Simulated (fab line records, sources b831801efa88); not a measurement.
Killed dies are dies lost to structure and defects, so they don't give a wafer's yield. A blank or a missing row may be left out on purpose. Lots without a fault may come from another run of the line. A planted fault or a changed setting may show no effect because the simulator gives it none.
Which tool did it? | flow gf180mcu | 13 lots, 39 wafers sampled, at 4 steps of a route of 602

WHAT THE GAUGES READ, wafer by wafer
GF_MIM_THK_MEAS_06. Usual: MIM_CVD_05_THK 42.1 nm, standard deviation 0.61.
lot  | measured     | on            | MIM_CVD_05_THK (nm) | flag
L265 | day 24 15:34 | film_metro-04 | 41.2 41.8 42.0      |
L267 | day 25 08:59 | film_metro-04 | 41.9 42.3 42.3      |
L268 | day 25 15:38 | film_metro-04 | 41.1 41.5 41.8      |
L269 | day 26 09:43 | film_metro-02 | 41.7 41.3 41.7      |
L270 | day 26 22:43 | film_metro-04 | 41.3 42.4 42.8      |
L271 | day 27 01:43 | film_metro-01 | 41.2 42.3 42.5      |
L272 | day 27 05:34 | film_metro-02 | 76.5 77.8 78.0      | OFF
L273 | day 27 10:01 | film_metro-01 | 41.3 41.8 41.4      |
L276 | day 28 08:29 | film_metro-04 | 76.6 78.0 78.0      | OFF
L282 | day 30 12:22 | film_metro-02 | 42.6 42.5 42.8      |
L283 | day 30 13:42 | film_metro-01 | 41.4 41.8 42.2      |
L285 | day 30 22:53 | film_metro-01 | 42.3 41.9 42.8      |
L286 | day 31 07:55 | film_metro-04 | 41.7 42.2 41.8      |

WHICH TOOL RAN EACH LOT (tool, then ch and the chambers of the sampled wafers, then the start)
lot  | GF_V3_CMP_26                  | GF_M4_SPUTTER_00             | GF_MIM_CVD_05
L265 | cmp-02 ch 0,3, day 22 13:46   | pvd_sputter-01, day 22 14:01 | pecvd-04 ch 1,2, day 24 15:31
L267 | cmp-01 ch 0,1, day 23 08:37   | pvd_sputter-04, day 23 08:52 | pecvd-03 ch 0,1, day 25 08:55
L268 | cmp-02 ch 0,2, day 23 17:08   | pvd_sputter-04, day 23 17:23 | pecvd-03 ch 0,1, day 25 15:37
L269 | cmp-01 ch 2,3, day 24 12:05   | pvd_sputter-04, day 24 12:23 | pecvd-03 ch 0,2, day 26 09:28
L270 | cmp-01 ch 1,2,3, day 25 02:29 | pvd_sputter-01, day 25 02:47 | pecvd-04 ch 0,1,2, day 26 22:40
L271 | cmp-02 ch 0,1, day 25 05:11   | pvd_sputter-04, day 25 05:29 | pecvd-04 ch 1,2, day 27 01:40
L272 | cmp-02 ch 0,1,3, day 25 09:08 | pvd_sputter-03, day 25 09:17 | pecvd-04 ch 1,2, day 27 05:31
L273 | cmp-01 ch 1,2,3, day 25 13:22 | pvd_sputter-03, day 25 13:37 | pecvd-03 ch 0,1,2, day 27 09:58
L276 | cmp-02 ch 1,2,3, day 26 13:16 | pvd_sputter-04, day 26 13:34 | pecvd-04 ch 0,1, day 28 08:26
L282 | cmp-01 ch 0,3, day 28 19:26   | pvd_sputter-01, day 28 19:41 | pecvd-02 ch 0,1, day 30 12:20
L283 | cmp-01 ch 0,1,2, day 28 20:41 | pvd_sputter-01, day 28 20:56 | pecvd-03 ch 0,2, day 30 13:40
L285 | cmp-02 ch 1,2, day 29 06:33   | pvd_sputter-04, day 29 06:51 | pecvd-02 ch 0,1, day 30 22:51
L286 | cmp-02 ch 0,1, day 29 15:05   | pvd_sputter-03, day 29 15:20 | pecvd-04 ch 1,2, day 31 07:51
- GF_V3_CMP_26: polishes, stops on SiO2, t overpolish 15 s, target thk 0 nm.
- GF_M4_SPUTTER_00: material Ti, target thk 37.5 nm, time 150 s.
- GF_MIM_CVD_05: deposits Si3N4, target thk 42 nm, time 29.086 s.

WHAT THE TOOLS THEMSELVES READ (means of the sampled wafers that have a number; where no wafer has one, the mark that the record gives instead)
GF_V3_CMP_26. Usual: motor_current_A 10.8 A, standard deviation 0.92; overpolish_run_s 15.001 s, standard deviation 0.0098; retaining_ring_pressure_frac 0.999, standard deviation 0.0053; time_to_endpoint_s 84 s, standard deviation 4.1.
lot  | tool   | motor_current_A (A) | overpolish_run_s (s) | retaining_ring_pressure_frac | time_to_endpoint_s (s) | flag
L265 | cmp-02 | 11.4                | 14.999               | 1.002                        | 90                     |
L267 | cmp-01 | 11.7                | 15.017               | 1.004                        | 87                     |
L268 | cmp-02 | 11.2                | 14.998               | 0.998                        | 94                     |
L269 | cmp-01 | 11.2                | 15.003               | 1.001                        | 79                     |
L270 | cmp-01 | 11.4                | 14.998               | 0.998                        | 85                     |
L271 | cmp-02 | 10.0                | 15.005               | 1.000                        | 86                     |
L272 | cmp-02 | 10.8                | 15.005               | 1.000                        | 85                     |
L273 | cmp-01 | 11.3                | 15.005               | 0.999                        | 85                     |
L276 | cmp-02 | 10.5                | 14.997               | 1.006                        | 83                     |
L282 | cmp-01 | 10.9                | 14.999               | 0.999                        | 80                     |
L283 | cmp-01 | 10.9                | 14.999               | 0.997                        | 81                     |
L285 | cmp-02 | 9.6                 | 14.993               | 1.001                        | 87                     |
L286 | cmp-02 | 10.2                | 15.009               | 1.000                        | 85                     |

GF_M4_SPUTTER_00. Usual: throttle_valve_pct 30.2 %, standard deviation 1.
lot  | tool           | throttle_valve_pct (%) | flag
L265 | pvd_sputter-01 | 30.2                   |
L267 | pvd_sputter-04 | 31.0                   |
L268 | pvd_sputter-04 | 31.1                   |
L269 | pvd_sputter-04 | 31.7                   |
L270 | pvd_sputter-01 | 29.8                   |
L271 | pvd_sputter-04 | 31.1                   |
L272 | pvd_sputter-03 | 28.7                   |
L273 | pvd_sputter-03 | 29.4                   |
L276 | pvd_sputter-04 | 30.8                   |
L282 | pvd_sputter-01 | 30.3                   |
L283 | pvd_sputter-01 | 29.8                   |
L285 | pvd_sputter-04 | 30.6                   |
L286 | pvd_sputter-03 | 30.1                   |

GF_MIM_CVD_05. Usual: heater_power_w 642 W, standard deviation 70.
lot  | tool     | heater_power_w (W) | flag
L265 | pecvd-04 | 692                |
L267 | pecvd-03 | 638                |
L268 | pecvd-03 | 688                |
L269 | pecvd-03 | 673                |
L270 | pecvd-04 | 665                |
L271 | pecvd-04 | 718                |
L272 | pecvd-04 | 754                |
L273 | pecvd-03 | 674                |
L276 | pecvd-04 | 643                |
L282 | pecvd-02 | 603                |
L283 | pecvd-03 | 710                |
L285 | pecvd-02 | 600                |
L286 | pecvd-04 | 743                |

THE ANSWER, worked out from the rows above alone
Rule: a lot is off if the mean of its wafers that have a number lies more than 3 standard deviations from the usual mean. A lot without any number at a reading at which 4 lots or more have one is off too. The other lots that the step has rows for count as sound. The gauges are gone through in route order, then the tools' own readings, and for those a lot's mean is taken as printed above. The first step at which some lot is off is used, and at that step the reading that is off furthest; a lot without a number counts as furthest.
Off: L272, L276, at GF_MIM_THK_MEAS_06 (MIM_CVD_05_THK).
A tool fits if, at a process step before that reading, it ran every lot that is off, and no sound lot after the first of them. The gauges at GF_MIM_THK_MEAS_06 are tried like those tools. None of those tried fits.

WHAT THE SIMULATOR HAD PUT IN
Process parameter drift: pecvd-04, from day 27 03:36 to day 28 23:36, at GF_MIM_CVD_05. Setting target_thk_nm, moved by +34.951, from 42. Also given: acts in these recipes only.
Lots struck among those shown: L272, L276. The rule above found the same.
